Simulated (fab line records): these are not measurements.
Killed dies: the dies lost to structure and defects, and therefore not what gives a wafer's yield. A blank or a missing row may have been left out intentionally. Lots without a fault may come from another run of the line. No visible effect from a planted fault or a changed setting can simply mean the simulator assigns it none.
fab line records | flow sfq-line
record: lots: 13 | wafers: 39 | last-day: 92
route steps=325 shown JJ@192 A5B@209 I5@228
lots with no fault: from the same line, run without faults
start-h: hours from the record's first day to the start of the lot's first wafer shown | wait-h: how many hours have passed since the lot's step before this one | " same as the row above | L1.1+2: several wafers, shown together as one row | - no value present, or no start provided | * or withheld: withheld | < > ~ a bound
route shown NAME@n: names a module that has steps shown in the file, with the first one's number in the route | usual: average and standard deviation across the fault-free wafers | same: alike in all rows | chamber/n: place in a boat | sites: per-site readings | _std_site: their standard deviation | _edge_site: the outer-site mean with the inner-site mean subtracted | radius-mm: for every site, how far away it sits from the centre of the wafer | mask NAME#n: copy n | behind: the last tool/chamber to shape the wafer | hold: the reason the lot was held/the length of the hold in hours/how it ended | device: names the non-switching transistor (n, p or np) | end of line: at the end of the route, the tests of the same wafers | step lacking rows: just its recipe | killed: dies that structure and defects cost at the first sort, which is not the same as the wafer's yield | map: per-die view of a wafer (x killed, . not killed, _ where there is no die)
set.NAME: the setting that was run; set.NAME@STEP: the one run at that earlier step | model.NAME: the simulator's own value behind a step, which no gauge read
route steps across a sampled set of lots; one table per step, one row per wafer
services: when a tool's chamber went out of use (start-h, in hours from the record's first day, below 0 if earlier), for how many hours, and the reason
== steps ==
step: SFQ_TRILAYER_JJ_CE_METRO_MEASURE_117
usual: cd-nm: 700.4/1.1
lot.wafer | tool      | chamber | start-h | wait-h | cd-nm
L205.1    | cd-sem-01 | -       | 1272.81 | 0.0    | 702.4
L205.3    | "         | -       | "       | "      | 700.8
L205.5    | "         | -       | "       | "      | 700.8
L206.3    | cd-sem-02 | -       | 1291.21 | 0.4    | 698.0
L206.4    | "         | -       | "       | "      | 701.1
L206.6    | "         | -       | "       | "      | 700.3
L207.2    | cd-sem-01 | -       | 1330.37 | 0.2    | 701.9
L207.3    | "         | -       | "       | "      | 703.2
L207.4    | "         | -       | "       | "      | 702.7
L208.1    | cd-sem-02 | -       | 1333.77 | 0.0    | 700.5
L208.3    | "         | -       | "       | "      | 700.8
L208.4    | "         | -       | "       | "      | 701.3
L209.2    | cd-sem-01 | -       | 1336.37 | 0.2    | 700.6
L209.3    | "         | -       | "       | "      | 701.0
L209.4    | "         | -       | "       | "      | 699.8
L210.2    | cd-sem-02 | -       | 1342.37 | 0.2    | 700.5
L210.3    | "         | -       | "       | "      | 700.3
L210.4    | "         | -       | "       | "      | 700.5
L211.4    | cd-sem-01 | -       | 1347.57 | 0.6    | 699.8
L211.5    | "         | -       | "       | "      | 701.9
L211.6    | "         | -       | "       | "      | 701.0
L212.3    | cd-sem-02 | -       | 1350.97 | 0.4    | 698.9
L212.5    | "         | -       | "       | "      | 701.5
L212.6    | "         | -       | "       | "      | 699.7
L213.3    | cd-sem-01 | -       | 1355.77 | 0.4    | 698.9
L213.5    | "         | -       | "       | "      | 700.5
L213.6    | "         | -       | "       | "      | 699.3
L220.2    | cd-sem-02 | -       | 1407.17 | 0.2    | 700.1
L220.3    | "         | -       | "       | "      | 700.6
L220.4    | "         | -       | "       | "      | 700.3
L221.1    | cd-sem-01 | -       | 1412.97 | 0.0    | 702.5
L221.4    | "         | -       | "       | "      | 703.7
L221.6    | "         | -       | "       | "      | 702.1
L222.2    | cd-sem-02 | -       | 1415.57 | 0.2    | 699.9
L222.5    | "         | -       | "       | "      | 699.4
L222.6    | "         | -       | "       | "      | 699.0
L226.2    | cd-sem-02 | -       | 1428.95 | 0.2    | 699.3
L226.4    | "         | -       | "       | "      | 698.9
L226.6    | "         | -       | "       | "      | 699.0
step: SFQ_TRILAYER_A5B_DEP_PECVD_129
recipe: material: SiO2 | temp-c: 150 | time-s: 133.33 | pressure-torr: 2.4 | rf-w: 183.3 | precursor: SiH4/N2O | target-thk-nm: 600
usual: heater-power-w: 90/15 | rf-fwd-power-W: 182.6/0.65 | showerhead-vpp-V: 845/27 | throttle-valve-pct: 25.1/1.2
lot.wafer | tool     | chamber | start-h | wait-h | heater-power-w | rf-fwd-power-W | showerhead-vpp-V | since-wet-clean-h | throttle-valve-pct
L205.1    | pecvd-01 | 0       | 1324.23 | 0.0    | 86             | 182.5          | 836              | 747               | 25.6
L205.3    | "        | 2       | "       | "      | 110            | 182.4          | 815              | 747               | 26.3
L205.5    | "        | 0       | "       | "      | 86             | 183.7          | 836              | -                 | 25.5
L206.3    | pecvd-03 | 1       | 1324.58 | 0.0    | 113            | 182.9          | 839              | 377               | 22.7
L206.4    | "        | 2       | "       | "      | 93             | 184.1          | 905              | -                 | 24.4
L206.6    | "        | 0       | "       | "      | 106            | 182.8          | 860              | -                 | 25.1
L207.2    | pecvd-03 | 1       | 1336.34 | 0.0    | 109            | 183.3          | 843              | 389               | 22.6
L207.3    | "        | 0       | "       | "      | 105            | 182.5          | 867              | 389               | 25.5
L207.4    | "        | 2       | "       | "      | 101            | 182.0          | 892              | -                 | 24.4
L208.1    | pecvd-04 | 2       | 1339.79 | 0.0    | 85             | 181.9          | 842              | 1132              | 25.2
L208.3    | "        | 0       | "       | "      | 102            | 181.4          | 807              | 1132              | 24.8
L208.4    | "        | 2       | "       | "      | 83             | 182.9          | 842              | -                 | 25.0
L209.2    | pecvd-01 | 0       | 1342.23 | 0.0    | 77             | 183.2          | 836              | 764               | 25.7
L209.3    | "        | 1       | "       | "      | 70             | 182.5          | 832              | 764               | 26.9
L209.4    | "        | 2       | "       | "      | 109            | 183.4          | 829              | -                 | 26.4
L210.2    | pecvd-04 | 2       | 1348.34 | 0.0    | 75             | 184.4          | 844              | 1140              | 25.3
L210.3    | "        | 1       | "       | "      | 68             | 183.6          | 837              | 1140              | 26.3
L210.4    | "        | 1       | "       | "      | 71             | 182.9          | 845              | -                 | 26.1
L211.4    | pecvd-03 | 1       | 1353.01 | 0.0    | 101            | 182.1          | 829              | -                 | 22.7
L211.5    | "        | 2       | "       | "      | 99             | 183.1          | 907              | -                 | 24.3
L211.6    | "        | 0       | "       | "      | 108            | 182.5          | 866              | -                 | 25.6
L212.3    | pecvd-01 | 0       | 1356.56 | 0.0    | 76             | 182.1          | 835              | 779               | 25.7
L212.5    | "        | 0       | "       | "      | 79             | 182.8          | 833              | -                 | 25.8
L212.6    | "        | 1       | "       | "      | 77             | 182.7          | 825              | -                 | 27.0
L213.3    | pecvd-03 | 1       | 1362.60 | 0.0    | 100            | 183.1          | 847              | 415               | 22.9
L213.5    | "        | 0       | "       | "      | 94             | 182.3          | 844              | -                 | 25.4
L213.6    | "        | 2       | "       | "      | 97             | 182.5          | 895              | -                 | 24.4
L220.2    | pecvd-03 | 0       | 1412.96 | 0.0    | 96             | 183.4          | 860              | 466               | 25.6
L220.3    | "        | 2       | "       | "      | 92             | 183.0          | 913              | 466               | 24.6
L220.4    | "        | 0       | "       | "      | 99             | 183.6          | 874              | -                 | 25.5
L221.1    | pecvd-03 | 2       | 1418.96 | 0.0    | 101            | 182.9          | 892              | 472               | 24.6
L221.4    | "        | 1       | "       | "      | 111            | 183.0          | 833              | -                 | 22.9
L221.6    | "        | 2       | "       | "      | 84             | 183.5          | 900              | -                 | 24.7
L222.2    | pecvd-04 | 0       | 1421.36 | 0.0    | 92             | 182.0          | 807              | 1213              | 24.8
L222.5    | "        | 2       | "       | "      | 75             | 183.0          | 836              | -                 | 25.4
L222.6    | "        | 1       | "       | "      | 65             | 181.8          | 832              | -                 | 26.5
L226.2    | pecvd-03 | 2       | 1434.86 | 0.0    | 98             | 183.0          | 902              | 488               | 24.6
L226.4    | "        | 2       | "       | "      | 98             | 182.3          | 921              | -                 | 24.8
L226.6    | "        | 0       | "       | "      | 110            | 182.3          | 865              | -                 | 25.5
step: SFQ_TRILAYER_A5C_DEP_PECVD_142
recipe: material: SiO2 | temp-c: 150 | time-s: 15.556 | pressure-torr: 2.4 | rf-w: 183.3 | precursor: SiH4/N2O | target-thk-nm: 70
usual: heater-power-w: 82/14 | rf-fwd-power-W: 180.2/1.1 | showerhead-vpp-V: 833/24 | throttle-valve-pct: 26.1/1.2
lot.wafer | tool     | chamber | start-h | wait-h | heater-power-w | rf-fwd-power-W | showerhead-vpp-V | since-wet-clean-h | throttle-valve-pct
L205.1    | pecvd-01 | 2       | 1472.85 | 0.0    | 99             | 178.9          | 821              | 895               | 26.7
L205.3    | "        | 1       | "       | "      | 77             | 180.6          | 839              | 895               | 27.8
L205.5    | "        | 2       | "       | "      | 103            | 178.8          | 831              | -                 | 26.8
L206.3    | pecvd-04 | 0       | 1474.05 | 0.0    | 102            | 178.1          | 803              | 1266              | 24.7
L206.4    | "        | 2       | "       | "      | 74             | 181.0          | 844              | -                 | 25.4
L206.6    | "        | 0       | "       | "      | 104            | 178.0          | 808              | -                 | 25.1
L207.2    | pecvd-01 | 1       | 1482.25 | 0.0    | 76             | 181.4          | 835              | 905               | 27.2
L207.3    | "        | 0       | "       | "      | 78             | 181.5          | 841              | 905               | 26.0
L207.4    | "        | 1       | "       | "      | 80             | 181.4          | 822              | -                 | 27.8
L208.1    | pecvd-02 | 1       | 1484.65 | 0.0    | 77             | 177.9          | 777              | 154               | 24.6
L208.3    | "        | 2       | "       | "      | 65             | 181.8          | 864              | 154               | 24.0
L208.4    | "        | 0       | "       | "      | 58             | 180.6          | 890              | -                 | 24.8
L209.2    | pecvd-01 | 2       | 1486.57 | 0.0    | 94             | 180.7          | 804              | 909               | 26.5
L209.3    | "        | 1       | "       | "      | 76             | 181.5          | 819              | 909               | 27.5
L209.4    | "        | 2       | "       | "      | 98             | 180.3          | 823              | -                 | 26.5
L210.2    | pecvd-04 | 2       | 1490.19 | 0.0    | 71             | 181.6          | 851              | 1282              | 25.4
L210.3    | "        | 1       | "       | "      | 68             | 180.1          | 845              | 1282              | 26.4
L210.4    | "        | 0       | "       | "      | 103            | 178.6          | 802              | -                 | 24.5
L211.4    | pecvd-02 | 1       | 1494.27 | 0.0    | 77             | 180.2          | 784              | -                 | 24.4
L211.5    | "        | 0       | "       | "      | 69             | 180.3          | 879              | -                 | 24.8
L211.6    | "        | 2       | "       | "      | 68             | 180.7          | 866              | -                 | 23.8
L212.3    | pecvd-01 | 2       | 1496.69 | 0.0    | 110            | 179.9          | 820              | 919               | 26.5
L212.5    | "        | 2       | "       | "      | 109            | 180.1          | 821              | -                 | 26.5
L212.6    | "        | 0       | "       | "      | 87             | 181.0          | 832              | -                 | 26.2
L213.3    | pecvd-04 | 0       | 1500.27 | 0.0    | 102            | 179.0          | 799              | -                 | 24.5
L213.5    | "        | 1       | "       | "      | 69             | 180.0          | 840              | -                 | 26.5
L213.6    | "        | 0       | "       | "      | 101            | 178.8          | 823              | -                 | 24.6
L220.2    | pecvd-01 | 0       | 1548.27 | 0.0    | 83             | 151.5          | 775              | 971               | 26.6
L220.3    | "        | 2       | "       | "      | 119            | 149.8          | 742              | 971               | 26.6
L220.4    | "        | 0       | "       | "      | 84             | 151.3          | 765              | -                 | 26.2
L221.1    | pecvd-01 | 2       | 1558.27 | 0.0    | 105            | 149.8          | 753              | 981               | 27.0
L221.4    | "        | 0       | "       | "      | 81             | 151.2          | 758              | -                 | 26.3
L221.6    | "        | 1       | "       | "      | 88             | 150.7          | 763              | -                 | 27.7
L222.2    | pecvd-04 | 2       | 1559.47 | 0.0    | 85             | 182.2          | 843              | 1351              | 25.2
L222.5    | "        | 0       | "       | "      | 101            | 178.5          | 815              | -                 | 24.4
L222.6    | "        | 1       | "       | "      | 70             | 179.8          | 838              | -                 | 26.3
L226.2    | pecvd-02 | 0       | 1573.87 | 0.0    | 70             | 179.4          | 868              | 243               | 24.9
L226.4    | "        | 2       | "       | "      | 65             | 180.8          | 864              | -                 | 23.9
L226.6    | "        | 1       | "       | "      | 74             | 178.8          | 788              | -                 | 24.6
step: SFQ_TRILAYER_I5_STRIP_STRIP_148
recipe: gas: O2 | power-w: 200 | platen-temp-c: 40 | overash-fraction: 0.65 | chemistry: O2 | pressure-mtorr: 50
usual: chamber-pressure-mTorr: 50.00/0.05 | drypump-motor-current-A: 5.4/0.36 | oes-product-au: 0.996/0.013
lot.wafer | tool         | chamber | start-h | wait-h | chamber-pressure-mTorr | drypump-motor-current-A | oes-product-au | rf-hours-counter-h
L205.1    | rie-metal-04 | 1       | 1595.97 | -      | 49.98                  | 5.3                     | 0.986          | 40
L205.3    | "            | 0       | "       | "      | 49.99                  | 5.0                     | 1.004          | -
L205.5    | "            | 1       | "       | "      | 50.03                  | 5.3                     | 0.979          | -
L206.3    | rie-metal-01 | 1       | 1600.76 | -      | 49.98                  | 5.4                     | 1.008          | -
L206.4    | "            | 0       | "       | "      | 50.05                  | 5.9                     | 0.990          | -
L206.6    | "            | 0       | "       | "      | 49.99                  | 5.8                     | 0.989          | -
L207.2    | rie-metal-04 | 1       | 1605.36 | -      | 50.03                  | 5.3                     | 0.984          | 41
L207.3    | "            | 0       | "       | "      | 50.03                  | 5.1                     | 1.014          | -
L207.4    | "            | 1       | "       | "      | 50.01                  | 5.3                     | 0.982          | -
L208.1    | rie-metal-02 | 0       | 1606.56 | -      | 50.07                  | 5.7                     | 0.992          | 43
L208.3    | "            | 0       | "       | "      | 50.06                  | 5.7                     | 0.989          | -
L208.4    | "            | 1       | "       | "      | 50.03                  | 4.7                     | 1.015          | -
L209.2    | rie-metal-04 | 0       | 1607.76 | -      | 49.99                  | 5.0                     | 1.006          | 80
L209.3    | "            | 0       | "       | "      | 49.99                  | 5.0                     | 0.990          | -
L209.4    | "            | 1       | "       | "      | 50.04                  | 5.3                     | 0.984          | -
L210.2    | rie-metal-01 | 1       | 1611.46 | -      | 50.04                  | 5.4                     | 1.013          | 117
L210.3    | "            | 1       | "       | "      | 50.04                  | 5.4                     | 1.005          | -
L210.4    | "            | 0       | "       | "      | 49.94                  | 5.8                     | 0.993          | -
L211.4    | rie-metal-02 | 1       | 1612.76 | -      | 49.93                  | 4.7                     | 1.009          | -
L211.5    | "            | 1       | "       | "      | 49.91                  | 4.7                     | 1.011          | -
L211.6    | "            | 0       | "       | "      | 49.92                  | 5.7                     | 0.978          | -
L212.3    | rie-metal-04 | 0       | 1618.76 | -      | 49.90                  | 5.1                     | 1.010          | -
L212.5    | "            | 1       | "       | "      | 50.01                  | 5.3                     | 0.985          | -
L212.6    | "            | 0       | "       | "      | 50.04                  | 5.1                     | 1.006          | -
L213.3    | rie-metal-02 | 0       | 1619.96 | -      | 50.05                  | 5.7                     | 0.980          | -
L213.5    | "            | 0       | "       | "      | 50.07                  | 5.7                     | 0.976          | -
L213.6    | "            | 1       | "       | "      | 49.98                  | 4.7                     | 1.015          | -
L220.2    | rie-metal-01 | 1       | 1658.16 | -      | 49.89                  | 5.4                     | 0.998          | 125
L220.3    | "            | 1       | "       | "      | 50.06                  | 5.4                     | 1.016          | -
L220.4    | "            | 0       | "       | "      | 49.90                  | 5.8                     | 0.985          | -
L221.1    | rie-metal-04 | 1       | 1666.56 | -      | 50.04                  | 5.3                     | 0.990          | 52
L221.4    | "            | 1       | "       | "      | 50.04                  | 5.3                     | 0.994          | -
L221.6    | "            | 0       | "       | "      | 49.99                  | 5.1                     | 1.011          | -
L222.2    | rie-metal-04 | 1       | 1668.96 | -      | 49.93                  | 5.3                     | 0.990          | 52
L222.5    | "            | 1       | "       | "      | 49.98                  | 5.3                     | 0.973          | -
L222.6    | "            | 0       | "       | "      | 49.94                  | 5.1                     | 1.010          | -
L226.2    | rie-metal-02 | 1       | 1687.39 | -      | 49.95                  | 4.7                     | 1.007          | 59
L226.4    | "            | 1       | "       | "      | 50.03                  | 4.7                     | 1.003          | -
L226.6    | "            | 0       | "       | "      | 49.99                  | 5.7                     | 0.996          | -
== services ==
tool      | chamber | start-h | hours | kind
pecvd-04  | 0       | 1252.22 | 13.9  | repair
pecvd-04  | -       | 1271.95 | 2.8   | pm
pecvd-01  | 2       | 1288.88 | 4.2   | repair
pecvd-01  | -       | 1299.07 | 1.1   | repair
cd-sem-02 | -       | 1307.17 | 1.1   | pm
pecvd-03  | -       | 1317.22 | 0.8   | repair
pecvd-04  | -       | 1323.66 | 1.4   | repair
pecvd-04  | -       | 1329.92 | 7.9   | repair
cd-sem-02 | -       | 1331.05 | 1.0   | pm
cd-sem-02 | -       | 1403.08 | 0.5   | pm
cd-sem-02 | -       | 1405.26 | 0.6   | pm
cd-sem-02 | -       | 1424.69 | 2.3   | repair
pecvd-03  | 1       | 1436.73 | 3.7   | repair
pecvd-03  | -       | 1487.13 | 0.3   | repair
cd-sem-02 | -       | 1491.17 | 0.9   | pm
pecvd-04  | 2       | 1493.32 | 10.4  | repair
cd-sem-02 | -       | 1502.24 | 0.9   | repair
pecvd-04  | -       | 1538.30 | 2.8   | repair
cd-sem-02 | -       | 1587.38 | 0.5   | pm
cd-sem-02 | -       | 1589.26 | 2.0   | pm
cd-sem-02 | -       | 1601.05 | 1.2   | pm
pecvd-03  | -       | 1626.63 | 2.8   | pm
pecvd-04  | -       | 1640.43 | 0.8   | pm
cd-sem-02 | -       | 1684.16 | 0.4   | pm
== key ==
first-sign: step: SFQ_TRILAYER_A5C_DEP_PECVD_142 | reading: rf-fwd-power-W | direction: down | sigmas: 27 | usual: 180.2 | struck: 150.7
effect: step: SFQ_TRILAYER_A5C_DEP_PECVD_142 | reading: showerhead-vpp-V | direction: down | sigmas: 3.1 | usual: 833 | struck: 759
met-at SFQ_TRILAYER_A5C_DEP_PECVD_142
struck-lots L220,L221
not-acting-at SFQ_TRILAYER_JJ_CE_METRO_MEASURE_117,SFQ_TRILAYER_A5B_DEP_PECVD_129,SFQ_TRILAYER_I5_STRIP_STRIP_148
onset-between 1496.69 1548.27
fault: kind: process-parameter-drift | tool: pecvd-01 | chamber: - | onset-h: 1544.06 | steps: SFQ_TRILAYER_A5C_DEP_PECVD_142 | channel: rf-w | offset: -29.328 | shape: step | end-h: 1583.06 | acts-in: these-recipes-only | stated: 183.3
